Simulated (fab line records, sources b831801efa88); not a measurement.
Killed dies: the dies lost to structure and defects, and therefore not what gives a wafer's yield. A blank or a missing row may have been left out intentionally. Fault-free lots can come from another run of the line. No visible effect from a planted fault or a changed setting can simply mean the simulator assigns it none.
Which of the tools did it? || flow gf180mcu || 39 wafers from 13 lots sampled at 3 of the route's 602 steps

== WHAT EACH GAUGE READ, for each wafer ==
GF_V2_THK_MEAS_03. Usual: V2_CVD_02_THK gives 855 nm (standard deviation 13).
{"lot": "L650", "measured": "day 19 04:08", "on": "film_metro-03", "V2_CVD_02_THK (nm)": "838 862 869", "flag": ""}
{"lot": "L651", "measured": "day 19 14:12", "on": "film_metro-02", "V2_CVD_02_THK (nm)": "841 851 864", "flag": ""}
{"lot": "L654", "measured": "day 21 02:02", "on": "film_metro-03", "V2_CVD_02_THK (nm)": "851 867 869", "flag": ""}
{"lot": "L655", "measured": "day 21 16:29", "on": "film_metro-02", "V2_CVD_02_THK (nm)": "830 834 848", "flag": ""}
{"lot": "L656", "measured": "day 21 16:50", "on": "film_metro-02", "V2_CVD_02_THK (nm)": "861 857 871", "flag": ""}
{"lot": "L657", "measured": "day 23 00:04", "on": "film_metro-01", "V2_CVD_02_THK (nm)": "841 848 848", "flag": ""}
{"lot": "L661", "measured": "day 23 20:37", "on": "film_metro-01", "V2_CVD_02_THK (nm)": "859 841 878", "flag": ""}
{"lot": "L665", "measured": "day 25 03:02", "on": "film_metro-02", "V2_CVD_02_THK (nm)": "846 836 858", "flag": ""}
{"lot": "L668", "measured": "day 25 10:48", "on": "film_metro-01", "V2_CVD_02_THK (nm)": "868 855 863", "flag": ""}
{"lot": "L669", "measured": "day 25 17:24", "on": "film_metro-01", "V2_CVD_02_THK (nm)": "841 855 861", "flag": ""}
{"lot": "L670", "measured": "day 25 18:30", "on": "film_metro-01", "V2_CVD_02_THK (nm)": "839 851 857", "flag": ""}
{"lot": "L671", "measured": "day 26 03:20", "on": "film_metro-03", "V2_CVD_02_THK (nm)": "844 857 870", "flag": ""}
{"lot": "L673", "measured": "day 26 18:10", "on": "film_metro-01", "V2_CVD_02_THK (nm)": "858 837 869", "flag": ""}

== WHICH TOOL RAN EACH LOT (tool, then ch and the chambers of the sampled wafers, then the start) ==
{"lot": "L650", "GF_V1_ETCH_16": "rie_diel-02 ch 1,2, day 18 02:08", "GF_M2_SPUTTER_03": "pvd_sputter-02, day 18 03:40"}
{"lot": "L651", "GF_V1_ETCH_16": "rie_diel-02 ch 0,1,3, day 18 11:35", "GF_M2_SPUTTER_03": "pvd_sputter-03, day 18 13:06"}
{"lot": "L654", "GF_V1_ETCH_16": "rie_diel-01 ch 0,1,2, day 19 23:15", "GF_M2_SPUTTER_03": "pvd_sputter-03, day 20 00:46"}
{"lot": "L655", "GF_V1_ETCH_16": "rie_diel-03 ch 0,1,3, day 20 14:02", "GF_M2_SPUTTER_03": "pvd_sputter-03, day 20 15:54"}
{"lot": "L656", "GF_V1_ETCH_16": "rie_diel-03 ch 0,1, day 20 14:44", "GF_M2_SPUTTER_03": "pvd_sputter-02, day 20 16:17"}
{"lot": "L657", "GF_V1_ETCH_16": "rie_diel-03 ch 0,1,3, day 21 21:37", "GF_M2_SPUTTER_03": "pvd_sputter-04, day 21 23:59"}
{"lot": "L661", "GF_V1_ETCH_16": "rie_diel-01 ch 0,2,3, day 22 20:24", "GF_M2_SPUTTER_03": "pvd_sputter-02, day 22 22:02"}
{"lot": "L665", "GF_V1_ETCH_16": "rie_diel-02 ch 2,3, day 24 03:04", "GF_M2_SPUTTER_03": "pvd_sputter-02, day 24 04:35"}
{"lot": "L668", "GF_V1_ETCH_16": "rie_diel-03 ch 0,3, day 24 10:31", "GF_M2_SPUTTER_03": "pvd_sputter-03, day 24 12:02"}
{"lot": "L669", "GF_V1_ETCH_16": "rie_diel-02 ch 0,1,3, day 24 17:12", "GF_M2_SPUTTER_03": "pvd_sputter-04, day 24 18:43"}
{"lot": "L670", "GF_V1_ETCH_16": "rie_diel-02 ch 0,1, day 24 18:35", "GF_M2_SPUTTER_03": "pvd_sputter-02, day 24 20:06"}
{"lot": "L671", "GF_V1_ETCH_16": "rie_diel-02 ch 0,1, day 25 03:52", "GF_M2_SPUTTER_03": "pvd_sputter-04, day 25 05:23"}
{"lot": "L673", "GF_V1_ETCH_16": "rie_diel-02 ch 0,1,2, day 25 19:55", "GF_M2_SPUTTER_03": "pvd_sputter-04, day 25 21:26"}
- GF_V1_ETCH_16: etches BARC in N2/H2.
- GF_M2_SPUTTER_03: material Ti, target thk 10 nm, time 6.7 s.

== AS READ BY THE TOOLS THEMSELVES (means over the sampled wafers that have a number; for cases with no such wafer, the mark the record gives instead) ==
GF_V1_ETCH_16. Usual: bias_w 100.00 W, standard deviation 0.29; drypump_motor_current_A 5.8 A, standard deviation 0.44; h2_flow_sccm 199.9 sccm, standard deviation 0.57; oes_product_au 0.855 a.u., standard deviation 0.0046; throttle_valve_pct 13.226 %, standard deviation 0.0083.
{"lot": "L650", "tool": "rie_diel-02", "bias_w (W)": 99.97, "drypump_motor_current_A (A)": 5.7, "h2_flow_sccm (sccm)": 200.1, "oes_product_au (a.u.)": 0.855, "throttle_valve_pct (%)": 13.233, "flag": ""}
{"lot": "L651", "tool": "rie_diel-02", "bias_w (W)": 100.06, "drypump_motor_current_A (A)": 6.0, "h2_flow_sccm (sccm)": 200.4, "oes_product_au (a.u.)": 0.855, "throttle_valve_pct (%)": 13.225, "flag": ""}
{"lot": "L654", "tool": "rie_diel-01", "bias_w (W)": 99.76, "drypump_motor_current_A (A)": 5.8, "h2_flow_sccm (sccm)": 199.6, "oes_product_au (a.u.)": 0.855, "throttle_valve_pct (%)": 13.222, "flag": ""}
{"lot": "L655", "tool": "rie_diel-03", "bias_w (W)": 99.87, "drypump_motor_current_A (A)": 5.5, "h2_flow_sccm (sccm)": 199.9, "oes_product_au (a.u.)": 0.856, "throttle_valve_pct (%)": 13.232, "flag": ""}
{"lot": "L656", "tool": "rie_diel-03", "bias_w (W)": 97.05, "drypump_motor_current_A (A)": 5.4, "h2_flow_sccm (sccm)": 200.1, "oes_product_au (a.u.)": 0.856, "throttle_valve_pct (%)": 13.221, "flag": "OFF"}
{"lot": "L657", "tool": "rie_diel-03", "bias_w (W)": 96.60, "drypump_motor_current_A (A)": 5.5, "h2_flow_sccm (sccm)": 200.3, "oes_product_au (a.u.)": 0.857, "throttle_valve_pct (%)": 13.227, "flag": "OFF"}
{"lot": "L661", "tool": "rie_diel-01", "bias_w (W)": 99.95, "drypump_motor_current_A (A)": 5.4, "h2_flow_sccm (sccm)": 199.8, "oes_product_au (a.u.)": 0.853, "throttle_valve_pct (%)": 13.223, "flag": ""}
{"lot": "L665", "tool": "rie_diel-02", "bias_w (W)": 100.10, "drypump_motor_current_A (A)": 6.0, "h2_flow_sccm (sccm)": 199.9, "oes_product_au (a.u.)": 0.854, "throttle_valve_pct (%)": 13.224, "flag": ""}
{"lot": "L668", "tool": "rie_diel-03", "bias_w (W)": 99.93, "drypump_motor_current_A (A)": 5.5, "h2_flow_sccm (sccm)": 200.0, "oes_product_au (a.u.)": 0.857, "throttle_valve_pct (%)": 13.224, "flag": ""}
{"lot": "L669", "tool": "rie_diel-02", "bias_w (W)": 100.02, "drypump_motor_current_A (A)": 6.0, "h2_flow_sccm (sccm)": 199.7, "oes_product_au (a.u.)": 0.856, "throttle_valve_pct (%)": 13.222, "flag": ""}
{"lot": "L670", "tool": "rie_diel-02", "bias_w (W)": 100.10, "drypump_motor_current_A (A)": 5.7, "h2_flow_sccm (sccm)": 200.5, "oes_product_au (a.u.)": 0.853, "throttle_valve_pct (%)": 13.228, "flag": ""}
{"lot": "L671", "tool": "rie_diel-02", "bias_w (W)": 100.24, "drypump_motor_current_A (A)": 6.1, "h2_flow_sccm (sccm)": 199.7, "oes_product_au (a.u.)": 0.857, "throttle_valve_pct (%)": 13.228, "flag": ""}
{"lot": "L673", "tool": "rie_diel-02", "bias_w (W)": 100.09, "drypump_motor_current_A (A)": 5.8, "h2_flow_sccm (sccm)": 200.0, "oes_product_au (a.u.)": 0.854, "throttle_valve_pct (%)": 13.221, "flag": ""}

GF_M2_SPUTTER_03. Usual: throttle_valve_pct reads 29.4 % (standard deviation 1.1).
{"lot": "L650", "tool": "pvd_sputter-02", "throttle_valve_pct (%)": 29.5, "flag": ""}
{"lot": "L651", "tool": "pvd_sputter-03", "throttle_valve_pct (%)": 29.8, "flag": ""}
{"lot": "L654", "tool": "pvd_sputter-03", "throttle_valve_pct (%)": 30.0, "flag": ""}
{"lot": "L655", "tool": "pvd_sputter-03", "throttle_valve_pct (%)": 30.4, "flag": ""}
{"lot": "L656", "tool": "pvd_sputter-02", "throttle_valve_pct (%)": 29.3, "flag": ""}
{"lot": "L657", "tool": "pvd_sputter-04", "throttle_valve_pct (%)": 29.4, "flag": ""}
{"lot": "L661", "tool": "pvd_sputter-02", "throttle_valve_pct (%)": 28.4, "flag": ""}
{"lot": "L665", "tool": "pvd_sputter-02", "throttle_valve_pct (%)": 29.4, "flag": ""}
{"lot": "L668", "tool": "pvd_sputter-03", "throttle_valve_pct (%)": 30.5, "flag": ""}
{"lot": "L669", "tool": "pvd_sputter-04", "throttle_valve_pct (%)": 29.5, "flag": ""}
{"lot": "L670", "tool": "pvd_sputter-02", "throttle_valve_pct (%)": 27.8, "flag": ""}
{"lot": "L671", "tool": "pvd_sputter-04", "throttle_valve_pct (%)": 29.6, "flag": ""}
{"lot": "L673", "tool": "pvd_sputter-04", "throttle_valve_pct (%)": 29.6, "flag": ""}

== THE ANSWER, worked out from the rows above alone ==
Rule: take the mean of a lot's wafers that have a number; if it is more than 3 standard deviations from the usual mean, the lot is off. Also off: a lot with no number at a reading for which 4 or more lots have one. All remaining lots with rows at the step are treated as sound. Order of review: gauges by route order, followed by the tools' own readings, for which a lot's mean as printed above is used. At the first step where some lot is off, the reading lying furthest off is the one used; lots without a number count as furthest.
Off: L656, L657 (GF_V1_ETCH_16, bias_w).
If a tool, at that step or one of the process steps before it, ran each lot that is off and ran no sound lot following the first of them, it fits. None of those tried fits.

== WHAT HAD BEEN PUT IN BY THE SIMULATOR ==
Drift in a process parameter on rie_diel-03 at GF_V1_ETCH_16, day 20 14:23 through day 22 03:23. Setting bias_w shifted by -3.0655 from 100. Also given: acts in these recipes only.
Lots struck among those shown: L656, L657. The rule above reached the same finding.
